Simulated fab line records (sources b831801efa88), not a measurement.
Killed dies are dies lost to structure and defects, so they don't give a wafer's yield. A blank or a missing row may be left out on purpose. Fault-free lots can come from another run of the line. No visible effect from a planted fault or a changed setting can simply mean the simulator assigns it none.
A struck lot beside a sound one ; flow sky130 ; 13 out of 708 route steps
Sound: the wafers L368.3, L368.4, L368.5. The struck wafers were L373.2, L373.5, L373.6. At the end, the cause is stated.
Order at every step that has rows: each side's tool, ch and its chambers, its first start. Under that, the readings that differ: sound wafers ; struck wafers ; difference of the means ; sigmas: that difference in standard deviations of wafers without a fault.
alike: same words and numbers on both sides, and readings whose means sit less than 2 such deviations apart. not compared: any withheld reading, any reading some wafer has no value for, any bound like >300 that may hide the same value, and any number with overlapping values for which the record gives no deviation.
Wherever a step has rows on one side only, a row that says differs or no value, or a row with sigmas, the two part there. Non-overlapping numbers with no deviation appear without sigmas and do not part them. A reading missing from all wafers of one side parts the sides only when that side holds two or more wafers.

first, 1 step without rows for these wafers: SKY_NWELL_IMPLANT_24.
SKY_NWELL_STRIP_25: strips in O2/N2.
  sound on plasma_asher-02 ch 0,1, day 5 19:11; struck on plasma_asher-02 ch 0,1, day 7 11:07
  alike: drypump_motor_current_A, oes_product_au, strip_time_to_endpoint_s
  not compared: rf_hours_counter_h
SKY_NWELL_TW_MEAS_26:
  sound: film_metro-01 at day 5 19:17; struck: film_metro-01 at day 7 11:16
  alike: NWELL_2_TW
then, 1 step without rows for these wafers: SKY_NWELL_CLEAN_27 (cleans in SC1/SC2, time 150 s).
SKY_NWELL_RTA_28: time 30 s.
  sound on rtp_anneal-01 ch 0, day 5 19:24; struck on rtp_anneal-02 ch 0, day 7 11:23
  alike: lamp_power_pct, wafer_temp_C_max
SKY_NWELL_RS_MEAS_29: the measuring method here is four-point-probe.
  sound: film_metro-03 at day 5 19:31; struck: film_metro-02 at day 7 11:29
  alike: NWELL_RS
SKY_NWELL_RS_MEAS_31: the measuring method here is four-point-probe.
  sound: film_metro-03 at day 5 19:45; struck: film_metro-02 at day 7 11:43
  alike: PWDE_RS
then, 4 steps without rows for these wafers: SKY_VT_ADJUST_HVTP_DEHYDRATE_00 (time 60 s); SKY_VT_ADJUST_HVTP_HMDS_01 (prime time 60 s); SKY_VT_ADJUST_HVTP_COAT_02 (resist thk 1140 nm); SKY_VT_ADJUST_HVTP_SOFTBAKE_03 (time 60 s).
SKY_VT_ADJUST_HVTP_EXPOSE_04: exposes mask HVTPM, target cd 380 nm.
  struck on iline_stepper-02, day 7 21:07; sound on iline_stepper-02 ch 0, day 6 03:53
  no value came back on the struck wafers for exposure_dose_mJ_cm2, focus_offset_nm (nm), sigma_outer, stage_vel_mm_s (mm/s); on the sound wafers exposure_dose_mJ_cm2 reads 139.93 139.82 140.03
  alike: mask
next, for these wafers, 1 step has no rows: SKY_VT_ADJUST_HVTP_PEB_05.

== WHERE THEY PART ==
Only at SKY_VT_ADJUST_HVTP_EXPOSE_04, within this record.

WHY: what had been put in by the simulator
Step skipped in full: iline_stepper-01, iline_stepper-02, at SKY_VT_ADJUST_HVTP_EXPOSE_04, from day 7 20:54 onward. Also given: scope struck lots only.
